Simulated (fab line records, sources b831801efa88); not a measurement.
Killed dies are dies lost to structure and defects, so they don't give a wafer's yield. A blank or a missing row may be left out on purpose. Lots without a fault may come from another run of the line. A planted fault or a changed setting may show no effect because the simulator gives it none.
fab line records | flow sky130
record lots=12 wafers=35 last_day=50
route steps=708 shown VIA1@474 METAL2@487 VIA2@515 PAD_OPEN@708
lots that met no fault: from a run of the same line without faults
start_h: hours from the record's first day to the start of the lot's first wafer shown | wait_h: hours since the lot's step before | " the same as in the row above | L1.1+2: a row that stands for several wafers | - no value, or no start given | * or withheld: withheld | < > ~ a bound
route shown NAME@n: a module of which the file shows steps, and the number in the route of the first | usual: mean/standard deviation of fault-free wafers | same: alike in all rows | chamber/n: place in a boat | sites: the reading at each site | _std_site: their standard deviation | _edge_site: outer sites' mean less inner sites' | radius_mm: how far each site lies from the wafer's centre | mask NAME#n: copy n | behind: the tool/chamber that last shaped the wafer | hold: why the lot was held/for how many hours/how that ended | device: the transistor (n, p or np) that didn't switch | end of line: the same wafers' tests at the end of the route | a step without rows: its recipe alone | killed: dies lost to structure and defects at the first sort, not the wafer's yield | map: a wafer's dies, x killed, . not, _ none there
set.NAME: the setting as run; set.NAME@STEP: as run at that earlier step | model.NAME: the simulator's own value behind a step, which no gauge read
steps of the route over a sample of lots; a table a step, a row a wafer
services: from which hour (start_h, from the record's first day; less than 0 if before it) a tool's chamber was out of use, for how many hours, and why
## steps
# step SKY_VIA1_STRIP_16
# recipe chemistry=O2/N2 power_w=1400 pressure_mtorr=1500 platen_temp_c=withheld o2_flow_sccm=3000 n2_flow_sccm=300 overash_fraction=0.5
# usual drypump_motor_current_A=5.8/0.34 oes_product_au=0.416/0.0046 strip_time_to_endpoint_s=4.455/0.02
# columns lot.wafer tool chamber start_h wait_h drypump_motor_current_A oes_product_au rf_hours_counter_h strip_time_to_endpoint_s
L970.1 plasma_asher-03 0 783.30 0.0 5.8 0.415 5 4.457
L970.4 " 1 " " 5.5 0.416 - 4.434
L970.5 " 1 " " 5.5 0.415 - 4.468
L972.4 plasma_asher-04 0 798.56 0.1 5.8 0.418 - 4.471
L972.5 " 0 " " 5.8 0.414 - 4.469
L972.6 " 1 " " 6.2 0.418 - 4.482
L973.4 plasma_asher-04 0 806.28 0.1 5.8 0.420 - 4.455
L973.5 " 1 " " 6.2 0.422 - 4.446
L973.6 " 0 " " 5.8 0.411 - 4.450
L974.3 plasma_asher-04 0 816.31 0.1 5.8 0.418 - 4.418
L974.5 " 1 " " 6.2 0.413 - 4.414
L974.6 " 0 " " 5.8 0.422 - 4.424
L978.2 plasma_asher-04 0 857.75 0.0 5.8 0.414 72 4.419
L978.3 " 0 " " 5.8 0.406 - 4.436
L978.6 " 1 " " 6.2 0.424 - 4.441
L976.3 plasma_asher-02 0 858.16 0.1 5.9 0.421 - 4.440
L976.4 " 1 " " 5.1 0.415 - 4.432
L976.5 " 1 " " 5.1 0.423 - 4.454
L977.1 plasma_asher-02 0 861.88 0.0 5.9 0.415 43 4.435
L977.5 " 1 " " 5.1 0.411 - 4.466
L977.6 " 0 " " 5.9 0.410 - 4.466
L979.2 plasma_asher-04 1 864.30 0.0 6.2 0.412 73 4.436
L979.4 " 0 " " 5.8 0.410 - 4.449
L979.6 " 1 " " 6.2 0.416 - 4.464
L981.1 plasma_asher-03 0 879.03 0.0 5.7 0.421 15 4.416
L981.2 " 1 " " 5.5 0.418 15 4.450
L981.3 " 0 " " 5.7 0.423 - 4.466
L984.2 plasma_asher-04 1 902.13 0.0 6.2 0.411 76 4.475
L984.4 " 0 " " 5.8 0.416 - 4.451
L985.2 plasma_asher-02 1 910.13 0.0 5.1 0.424 48 4.472
L985.3 " 0 " " 5.9 0.426 - 4.461
L985.5 " 1 " " 5.1 0.417 - 4.459
L993.1 plasma_asher-03 1 954.90 0.0 5.4 0.413 23 4.505
L993.3 " 1 " " 5.5 0.424 - 4.480
L993.6 " 0 " " 5.7 0.414 - 4.493
# step SKY_METAL2_SPUTTER_04
# recipe material=TiN target_thk_nm=70 power_w=6500 time_s=58.3 chamber_pressure_pa=0.4
# usual throttle_valve_pct=29.7/1.2
# columns lot.wafer tool chamber start_h wait_h throttle_valve_pct
L970.1 pvd_sputter-02 - 784.63 0.0 30.1
L970.4 " - " " 29.6
L970.5 " - " " 29.8
L972.4 pvd_sputter-02 - 800.20 0.0 29.6
L972.5 " - " " 29.6
L972.6 " - " " 30.3
L973.4 pvd_sputter-02 - 807.98 0.0 30.1
L973.5 " - " " 30.0
L973.6 " - " " 27.7
L974.3 pvd_sputter-02 - 817.71 0.0 29.8
L974.5 " - " " 27.6
L974.6 " - " " 29.8
L976.3 pvd_sputter-04 - 859.55 0.0 30.7
L976.4 " - " " 30.3
L976.5 " - " " 30.9
L978.2 pvd_sputter-03 - 859.58 0.0 31.5
L978.3 " - " " 31.5
L978.6 " - " " 31.4
L977.1 pvd_sputter-03 - 863.44 0.0 31.4
L977.5 " - " " 31.6
L977.6 " - " " 28.8
L979.2 pvd_sputter-02 - 866.18 0.0 29.6
L979.4 " - " " 27.9
L979.6 " - " " 30.2
L981.1 pvd_sputter-04 - 880.86 0.0 30.7
L981.2 " - " " 29.2
L981.3 " - " " 29.9
L984.2 pvd_sputter-04 - 903.68 0.0 29.1
L984.4 " - " " 29.7
L985.2 pvd_sputter-03 - 912.01 0.0 31.3
L985.3 " - " " 28.5
L985.5 " - " " 31.6
L993.1 pvd_sputter-02 - 956.26 0.0 29.9
L993.3 " - " " 29.8
L993.6 " - " " 29.7
# step SKY_METAL2_RS_MEAS_05
# recipe thk_meas_gauge=four-point-probe reads=TiN_of_METAL2_SPUTTER_04+Ti_of_METAL2_SPUTTER_03+AlCu_of_METAL2_SPUTTER_02+TiN_of_METAL2_SPUTTER_01+Ti_of_METAL2_SPUTTER_00
# usual METAL2_ALCU_RS=0.1268/0.0012
# columns lot.wafer tool chamber start_h wait_h METAL2_ALCU_RS[ohm/sq]
L970.1 film_metro-03 - 784.67 0.0 0.1262
L970.4 " - " " 0.1266
L970.5 " - " " 0.1272
L972.4 film_metro-03 - 800.31 0.1 0.1267
L972.5 " - " " 0.1265
L972.6 " - " " 0.1284
L973.4 film_metro-02 - 808.09 0.1 0.1257
L973.5 " - " " 0.1256
L973.6 " - " " 0.1253
L974.3 film_metro-02 - 817.80 0.1 0.1255
L974.5 " - " " 0.1242
L974.6 " - " " 0.1252
L976.3 film_metro-04 - 859.64 0.1 0.1280
L976.4 " - " " 0.1281
L976.5 " - " " 0.1272
L978.2 film_metro-02 - 859.65 0.0 0.1270
L978.3 " - " " 0.1262
L978.6 " - " " 0.1256
L977.1 film_metro-04 - 863.49 0.0 0.1298
L977.5 " - " " 0.1295
L977.6 " - " " 0.1288
L979.2 film_metro-02 - 866.25 0.0 0.1268
L979.4 " - " " 0.1279
L979.6 " - " " 0.1278
L981.1 film_metro-03 - 880.91 0.0 0.1273
L981.2 " - " " 0.1285
L981.3 " - " " 0.1275
L984.2 film_metro-02 - 903.75 0.0 0.1262
L984.4 " - " " 0.1280
L985.2 film_metro-03 - 912.08 0.0 0.1260
L985.3 " - " " 0.1270
L985.5 " - " " 0.1261
L993.1 film_metro-02 - 956.31 0.0 0.1263
L993.3 " - " " 0.1271
L993.6 " - " " 0.1270
# step SKY_VIA2_SOFTBAKE_08
# recipe temp_c=100 time_s=90 resist=KrF-thick
# usual chill_plate_temp_C=23.01/0.1 run_length_s=119.13/0.12
# columns lot.wafer tool chamber start_h wait_h chill_plate_temp_C run_length_s
L970.1 litho_track-02 0 826 - 22.86 119.09
L970.4 " 0 " " 22.94 119.14
L970.5 " 0 " " 22.96 119.18
L972.4 litho_track-03 0 841 - 23.17 119.11
L972.5 " 0 " " 23.18 119.41
L972.6 " 0 " " 23.17 119.19
L973.4 litho_track-02 0 848 - 23.17 119.24
L973.5 " 0 849 - 22.89 119.32
L973.6 " 0 " " 23.03 119.18
L974.3 litho_track-04 0 858 - 23.06 119.08
L974.5 " 0 " " 23.03 119.20
L974.6 " 0 " " 23.10 119.02
L976.3 litho_track-02 0 898 - 23.09 119.01
L976.4 " 0 " " 23.16 119.15
L976.5 " 0 " " 23.19 119.26
L978.2 litho_track-04 0 898 - 23.06 119.03
L978.3 " 0 " " 23.06 119.24
L978.6 " 0 " " 22.95 119.20
L977.1 litho_track-02 0 903 - 23.02 119.09
L977.5 " 0 " " 22.84 119.17
L977.6 " 0 " " 23.04 119.05
L979.2 litho_track-02 0 906 - 22.98 119.08
L979.4 " 0 " " 22.92 119.13
L979.6 " 0 " " 22.86 119.43
L981.1 litho_track-02 0 920 - 22.88 119.03
L981.2 " 0 " " 22.97 118.99
L981.3 " 0 " " 22.90 119.00
L984.2 litho_track-02 0 943 - 23.24 119.18
L984.4 " 0 " " 23.11 124.51
L985.2 litho_track-02 0 950 - 22.83 118.98
L985.3 " 0 " " 22.96 124.57
L985.5 " 0 " " 22.96 119.30
L993.1 litho_track-04 0 994 - 22.88 119.20
L993.3 " 0 " " 22.85 118.93
L993.6 " 0 " " 22.85 118.95
# step SKY_PAD_OPEN_PROBE_99
# usual defect_limited_yield=82.0/1.9 killed_at_M0_to_M3=45/6.9 killed_at_M4_up=3.0/1.7 killed_at_contacts=25/5.6 killed_at_front_end=15/4.2 killed_at_other=0.3/0.55 killed_dies=89/9.6 killed_open=49/7.2 killed_short=39/6.5 sort_bin_3_pad_short=0.9/0.44 sort_bin_5_function=10.7/1.4 sort_bin_6_memory=6.4/1.3 sort_n_pass=403/9.6 sort_yield_pct=82.0/1.9
# same gross_dies=492 killed_at_back_side=0 sort_bin_4_leakage[%]=0 sort_bin_8_speed[%]=0
# columns lot.wafer tool chamber start_h wait_h defect_limited_yield[%] killed_at_M0_to_M3 killed_at_M4_up killed_at_contacts killed_at_front_end killed_at_other killed_dies killed_open killed_short sort_bin_3_pad_short[%] sort_bin_5_function[%] sort_bin_6_memory[%] sort_n_pass sort_yield_pct[%]
L970.1 prober-02 - 1068.15 0.1 82.1 44 2 29 13 0 88 43 45 1.6 10.2 6.1 404 82.1
L970.4 prober-02 - 1068.30 0.2 80.9 51 2 28 13 0 94 58 36 0.2 11.0 7.9 398 80.9
L970.5 prober-02 - 1068.35 0.2 82.5 42 2 22 20 0 86 55 31 1.2 8.5 7.7 406 82.5
L972.4 prober-02 - 1081.14 0.2 79.9 54 4 26 15 0 99 57 42 1.0 11.6 7.5 393 79.9
L972.5 prober-02 - 1081.19 0.2 82.1 41 3 28 15 1 88 45 43 1.2 10.2 6.5 404 82.1
L972.6 prober-02 - 1081.24 0.2 80.5 56 2 24 14 0 96 60 36 0 14.8 4.7 396 80.5
L973.4 prober-01 - 1088.09 0.2 82.5 44 2 24 16 0 86 51 35 0.4 12.2 4.9 406 82.5
L973.5 prober-01 - 1088.14 0.2 82.5 51 4 21 10 0 86 53 33 0.2 11.8 5.5 406 82.5
L973.6 prober-01 - 1088.19 0.2 79.7 59 2 20 19 0 100 51 49 0.6 13.2 6.5 392 79.7
L974.3 prober-02 - 1092.65 0.2 82.1 44 3 19 21 1 88 50 38 1.0 10.0 6.9 404 82.1
L974.5 prober-02 - 1092.75 0.2 80.9 55 2 27 10 0 94 55 39 0.6 12.6 5.9 398 80.9
L974.6 prober-02 - 1092.80 0.2 78.9 37 5 36 26 0 104 53 48 1.0 12.6 7.5 388 78.9
L978.2 prober-02 - 1127.14 0.1 83.1 42 7 27 7 0 83 48 35 0.8 10.4 5.7 409 83.1
L978.3 prober-02 - 1127.19 0.2 81.5 34 3 30 23 1 91 53 37 0.4 11.8 6.3 401 81.5
L978.6 prober-02 - 1127.34 0.2 80.3 47 2 33 15 0 97 49 48 0.4 12.2 7.1 395 80.3
L976.3 prober-01 - 1128.69 0.2 83.7 45 3 21 11 0 80 47 33 0.8 10.8 4.7 412 83.7
L976.4 prober-01 - 1128.74 0.2 83.1 37 4 25 16 1 83 45 37 0.8 11.2 4.9 409 83.1
L976.5 prober-01 - 1128.79 0.2 82.1 53 1 17 16 1 88 45 41 0.8 10.2 6.9 404 82.1
L977.1 prober-01 - 1130.09 0.1 81.9 48 3 24 14 0 89 48 41 0.2 10.4 7.5 403 81.9
L977.5 prober-01 - 1130.29 0.2 80.3 43 2 37 15 0 97 48 49 1.6 12.2 5.9 395 80.3
L977.6 prober-01 - 1130.34 0.2 83.7 49 1 20 10 0 80 49 31 0.4 10.2 5.7 412 83.7
L979.2 prober-02 - 1131.70 0.1 86.4 35 3 20 9 0 67 33 34 0.4 7.3 5.9 425 86.4
L979.4 prober-02 - 1131.80 0.2 84.8 40 1 22 12 0 75 44 31 0.6 9.6 5.1 417 84.8
L979.6 prober-02 - 1131.90 0.2 83.5 39 5 23 14 0 81 41 40 1.0 9.3 6.1 411 83.5
L981.1 prober-02 - 1143.14 0.1 81.7 41 2 32 15 0 90 56 34 1.4 12.0 4.9 402 81.7
L981.2 prober-02 - 1143.19 0.1 83.7 46 1 24 9 0 80 47 33 0.6 9.6 6.1 412 83.7
L981.3 prober-02 - 1143.24 0.2 82.1 44 2 24 18 0 88 59 28 1.2 9.1 7.5 404 82.1
L984.2 prober-01 - 1158.74 0.1 79.3 43 2 33 24 0 102 70 32 1.0 10.6 9.1 390 79.3
L984.4 prober-01 - 1158.84 0.2 83.1 42 4 23 14 0 83 48 35 0 10.6 6.3 409 83.1
L985.2 prober-02 - 1164.21 0.1 82.1 49 3 25 11 0 88 49 39 1.0 11.2 5.7 404 82.1
L985.3 prober-02 - 1164.26 0.2 80.3 49 3 20 24 1 97 53 44 0.2 13.2 6.3 395 80.3
L985.5 prober-02 - 1164.36 0.2 84.1 42 0 17 19 0 78 36 42 1.0 9.6 5.3 414 84.1
L993.1 prober-02 - 1195.34 0.1 83.1 37 5 28 12 1 83 48 34 0.6 9.3 6.9 409 83.1
L993.3 prober-02 - 1195.44 0.2 83.5 49 1 21 10 0 81 47 33 1.0 9.3 6.1 411 83.5
L993.6 prober-02 - 1195.59 0.2 85.2 42 0 19 11 1 73 40 33 0.2 11.0 3.7 419 85.2
# killed by level:class
L970.1 VIA1:geometric_particle:open=14 LI_CONTACT:geometric_particle:open=8 LOCAL_INTERCONNECT:geometric_particle:short=6 CONTACT:geometric_particle:short=6 VIA1:geometric_particle:short=6 FIELD_ISO:geometric_particle:short=5 CONTACT:geometric_particle:open=5 VIA2:geometric_particle:open=5
L970.4 VIA1:geometric_particle:open=19 VIA3:geometric_particle:open=9 CONTACT:geometric_particle:open=9 LI_CONTACT:geometric_particle:open=7 LI_CONTACT:geometric_particle:short=5 CONTACT:geometric_particle:short=4 METAL1:geometric_particle:short=4 METAL2:geometric_particle:short=4
L970.5 VIA1:geometric_particle:open=16 CONTACT:geometric_particle:open=9 VIA3:geometric_particle:open=6 LI_CONTACT:geometric_particle:open=5 VIA1:geometric_particle:short=5 FIELD_ISO:geometric_particle:short=4 POLY_GATE:geometric_particle:open=4 LOCAL_INTERCONNECT:geometric_particle:short=4
L972.4 VIA1:geometric_particle:open=14 CONTACT:geometric_particle:open=12 VIA3:geometric_particle:open=12 CONTACT:geometric_particle:short=7 VIA1:geometric_particle:short=6 METAL3:geometric_particle:short=6 FIELD_ISO:geometric_particle:short=5 POLY_GATE:geometric_particle:open=5
L972.5 LI_CONTACT:geometric_particle:open=9 CONTACT:geometric_particle:open=8 VIA1:geometric_particle:short=7 VIA3:geometric_particle:open=7 FIELD_ISO:geometric_particle:open=6 POLY_GATE:geometric_particle:short=5 METAL1:geometric_particle:short=5 LOCAL_INTERCONNECT:geometric_particle:short=5
L972.6 VIA1:geometric_particle:open=19 VIA3:geometric_particle:open=11 CONTACT:geometric_particle:open=9 VIA2:geometric_particle:open=6 METAL2:geometric_particle:short=5 POLY_GATE:geometric_particle:open=4 LOCAL_INTERCONNECT:geometric_particle:short=4 CONTACT:geometric_particle:short=4
L973.4 CONTACT:geometric_particle:open=11 FIELD_ISO:geometric_particle:short=8 VIA1:geometric_particle:open=8 LI_CONTACT:geometric_particle:open=7 VIA2:geometric_particle:open=7 METAL1:geometric_particle:short=7 VIA3:geometric_particle:open=6 METAL2:geometric_particle:short=4
L973.5 VIA1:geometric_particle:open=14 VIA2:geometric_particle:open=9 LI_CONTACT:geometric_particle:open=8 FIELD_ISO:geometric_particle:open=7 CONTACT:geometric_particle:open=7 VIA2:geometric_particle:short=6 VIA1:geometric_particle:short=5 VIA3:geometric_particle:open=5
L973.6 VIA1:geometric_particle:open=15 VIA1:geometric_particle:short=12 CONTACT:geometric_particle:open=9 FIELD_ISO:geometric_particle:short=7 VIA2:geometric_particle:open=6 LI_CONTACT:geometric_particle:open=5 VIA3:geometric_particle:short=5 VIA2:geometric_particle:short=4
L974.3 VIA1:geometric_particle:open=10 FIELD_ISO:geometric_particle:short=9 VIA2:geometric_particle:open=8 FIELD_ISO:geometric_particle:open=6 LI_CONTACT:geometric_particle:open=6 METAL2:geometric_particle:short=5 VIA3:geometric_particle:open=5 LI_CONTACT:geometric_particle:short=4
L974.5 VIA1:geometric_particle:open=16 CONTACT:geometric_particle:open=12 VIA3:geometric_particle:open=10 VIA2:geometric_particle:open=7 METAL2:geometric_particle:short=6 LI_CONTACT:geometric_particle:open=5 METAL1:geometric_particle:short=5 CONTACT:geometric_particle:short=4
L974.6 LI_CONTACT:geometric_particle:open=12 VIA1:geometric_particle:open=11 POLY_GATE:geometric_particle:short=8 CONTACT:geometric_particle:open=8 LOCAL_INTERCONNECT:geometric_particle:short=7 METAL2:geometric_particle:short=6 VIA3:geometric_particle:open=5 POLY_GATE:geometric_particle:open=4
L978.2 VIA1:geometric_particle:open=14 CONTACT:geometric_particle:open=9 LI_CONTACT:geometric_particle:open=6 CONTACT:geometric_particle:short=6 VIA2:geometric_particle:short=5 METAL2:geometric_particle:short=5 METAL1:geometric_particle:short=5 LOCAL_INTERCONNECT:geometric_particle:short=4
L978.3 CONTACT:geometric_particle:open=15 VIA2:geometric_particle:open=8 VIA1:geometric_particle:open=6 CONTACT:geometric_particle:short=5 POLY_GATE:geometric_particle:short=5 POLY_GATE:geometric_particle:open=5 SPACER:geometric_particle:open=5 VIA3:geometric_particle:open=5
L978.6 CONTACT:geometric_particle:open=13 VIA1:geometric_particle:open=11 CONTACT:geometric_particle:short=9 VIA3:geometric_particle:open=8 METAL1:geometric_particle:short=7 VIA1:geometric_particle:short=5 VIA2:geometric_particle:open=5 LI_CONTACT:geometric_particle:open=4
L976.3 VIA1:geometric_particle:open=11 METAL1:geometric_particle:short=9 CONTACT:geometric_particle:open=9 LI_CONTACT:geometric_particle:open=7 METAL2:geometric_particle:short=6 METAL2:geometric_particle:open=5 VIA1:geometric_particle:short=4 VIA2:geometric_particle:open=4
L976.4 VIA3:geometric_particle:open=8 CONTACT:geometric_particle:open=7 METAL1:geometric_particle:short=6 LI_CONTACT:geometric_particle:open=6 CONTACT:geometric_particle:short=6 POLY_GATE:geometric_particle:open=5 METAL2:geometric_particle:short=5 FIELD_ISO:geometric_particle:open=4
L976.5 VIA1:geometric_particle:open=12 VIA2:geometric_particle:open=10 METAL2:geometric_particle:short=8 POLY_GATE:geometric_particle:open=5 LI_CONTACT:geometric_particle:open=5 VIA1:geometric_particle:short=5 FIELD_ISO:geometric_particle:short=4 CONTACT:geometric_particle:short=4
L977.1 VIA3:geometric_particle:open=10 CONTACT:geometric_particle:open=8 LI_CONTACT:geometric_particle:open=7 VIA1:geometric_particle:short=7 METAL1:geometric_particle:open=6 LOCAL_INTERCONNECT:geometric_particle:short=6 METAL1:geometric_particle:short=6 POLY_GATE:geometric_particle:open=5
L977.5 CONTACT:geometric_particle:open=10 VIA3:geometric_particle:open=10 LI_CONTACT:geometric_particle:open=9 CONTACT:geometric_particle:short=6 METAL1:geometric_particle:short=6 VIA3:geometric_particle:short=6 LOCAL_INTERCONNECT:geometric_particle:short=5 VIA1:geometric_particle:open=5
L977.6 VIA1:geometric_particle:open=18 VIA2:geometric_particle:open=8 VIA3:geometric_particle:open=7 LI_CONTACT:geometric_particle:open=6 LOCAL_INTERCONNECT:geometric_particle:short=6 METAL3:geometric_particle:short=5 FIELD_ISO:geometric_particle:open=4 POLY_GATE:geometric_particle:short=4
L979.2 VIA1:geometric_particle:open=8 METAL2:geometric_particle:short=7 VIA3:geometric_particle:open=7 LI_CONTACT:geometric_particle:open=5 CONTACT:geometric_particle:open=5 CONTACT:geometric_particle:short=5 METAL3:geometric_particle:short=4 LI_CONTACT:geometric_particle:short=3
L979.4 VIA1:geometric_particle:open=12 CONTACT:geometric_particle:open=8 VIA1:geometric_particle:short=7 LI_CONTACT:geometric_particle:open=7 LOCAL_INTERCONNECT:geometric_particle:short=5 FIELD_ISO:geometric_particle:short=4 METAL2:geometric_particle:short=4 FIELD_ISO:geometric_particle:open=3
L979.6 VIA1:geometric_particle:open=10 LI_CONTACT:geometric_particle:open=8 VIA3:geometric_particle:open=7 POLY_GATE:geometric_particle:short=6 METAL2:geometric_particle:short=6 LI_CONTACT:geometric_particle:short=5 LOCAL_INTERCONNECT:geometric_particle:short=4 CONTACT:geometric_particle:open=4
L981.1 VIA1:geometric_particle:open=23 LI_CONTACT:geometric_particle:open=13 CONTACT:geometric_particle:short=7 CONTACT:geometric_particle:open=6 POLY_GATE:geometric_particle:short=5 POLY_GATE:geometric_particle:open=5 FIELD_ISO:geometric_particle:short=4 LOCAL_INTERCONNECT:geometric_particle:short=4
L981.2 VIA1:geometric_particle:open=11 CONTACT:geometric_particle:open=11 LI_CONTACT:geometric_particle:open=8 METAL2:geometric_particle:short=8 VIA1:geometric_particle:short=7 VIA3:geometric_particle:open=6 POLY_GATE:geometric_particle:short=3 VIA2:geometric_particle:open=3
L981.3 VIA1:geometric_particle:open=15 CONTACT:geometric_particle:open=9 VIA2:geometric_particle:open=7 POLY_GATE:geometric_particle:open=5 LI_CONTACT:geometric_particle:open=5 VIA3:geometric_particle:open=5 FIELD_ISO:geometric_particle:open=4 METAL2:geometric_particle:short=4
L984.2 CONTACT:geometric_particle:open=17 VIA1:geometric_particle:open=12 LI_CONTACT:geometric_particle:open=9 POLY_GATE:geometric_particle:open=8 VIA3:geometric_particle:open=7 POLY_GATE:geometric_particle:short=5 CONTACT:geometric_particle:short=5 FIELD_ISO:geometric_particle:open=4
L984.4 VIA1:geometric_particle:open=9 LI_CONTACT:geometric_particle:open=8 METAL2:geometric_particle:short=7 CONTACT:geometric_particle:open=6 VIA2:geometric_particle:open=6 VIA3:geometric_particle:open=6 FIELD_ISO:geometric_particle:short=5 POLY_GATE:geometric_particle:short=4
L985.2 VIA1:geometric_particle:open=15 METAL2:geometric_particle:short=10 LI_CONTACT:geometric_particle:open=9 CONTACT:geometric_particle:open=7 VIA2:geometric_particle:open=7 VIA1:geometric_particle:short=5 CONTACT:geometric_particle:short=4 METAL1:geometric_particle:short=4
L985.3 VIA1:geometric_particle:open=13 FIELD_ISO:geometric_particle:short=11 VIA3:geometric_particle:open=8 CONTACT:geometric_particle:open=7 VIA2:geometric_particle:open=7 VIA2:geometric_particle:short=5 LOCAL_INTERCONNECT:geometric_particle:short=5 FIELD_ISO:geometric_particle:open=4
L985.5 VIA1:geometric_particle:open=9 VIA1:geometric_particle:short=9 CONTACT:geometric_particle:open=8 FIELD_ISO:geometric_particle:short=4 SONOS_ONO:geometric_particle:short=4 VIA3:geometric_particle:open=4 METAL2:geometric_particle:short=4 VIA3:geometric_particle:short=4
L993.1 CONTACT:geometric_particle:open=9 LI_CONTACT:geometric_particle:open=8 CONTACT:geometric_particle:short=8 VIA1:geometric_particle:open=8 VIA3:geometric_particle:open=7 FIELD_ISO:geometric_particle:open=5 FIELD_ISO:geometric_particle:short=4 METAL1:geometric_particle:short=4
L993.3 VIA1:geometric_particle:open=14 CONTACT:geometric_particle:open=11 VIA3:geometric_particle:open=8 METAL2:geometric_particle:short=7 METAL1:geometric_particle:short=6 VIA1:geometric_particle:short=5 LI_CONTACT:geometric_particle:open=4 CONTACT:geometric_particle:short=3
L993.6 VIA1:geometric_particle:open=14 METAL2:geometric_particle:short=7 VIA3:geometric_particle:open=6 CONTACT:geometric_particle:short=5 FIELD_ISO:geometric_particle:open=4 LOCAL_INTERCONNECT:geometric_particle:short=4 LI_CONTACT:geometric_particle:open=4 VIA2:geometric_particle:short=4
## services
# columns tool chamber start_h hours kind
pvd_sputter-04 - 762.24 0.6 repair
plasma_asher-04 - 770.17 4.3 pm
plasma_asher-04 - 774.50 14.6 pm
plasma_asher-02 - 897.58 1.9 repair
pvd_sputter-04 - 913.38 1.6 repair
pvd_sputter-02 - 965.01 2.7 repair
plasma_asher-03 - 990.13 15.6 pm
## key
first_sign step=SKY_VIA2_SOFTBAKE_08 reading=run_length_s direction=up sigmas=46 usual=* struck=*
effect none on later readings
met_at SKY_VIA2_SOFTBAKE_08
struck_lots L984,L985
struck_wafers L984.4,L985.3
not_acting_at SKY_VIA1_STRIP_16,SKY_METAL2_SPUTTER_04,SKY_METAL2_RS_MEAS_05
onset_between 920 943
fault kind=process_parameter_drift tool=litho_track-02 chamber=- onset_h=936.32 steps=SKY_VIA2_SOFTBAKE_08 channel=time_s offset=* shape=step end_h=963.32 scope=struck_wafers_only acts_in=* stated=*
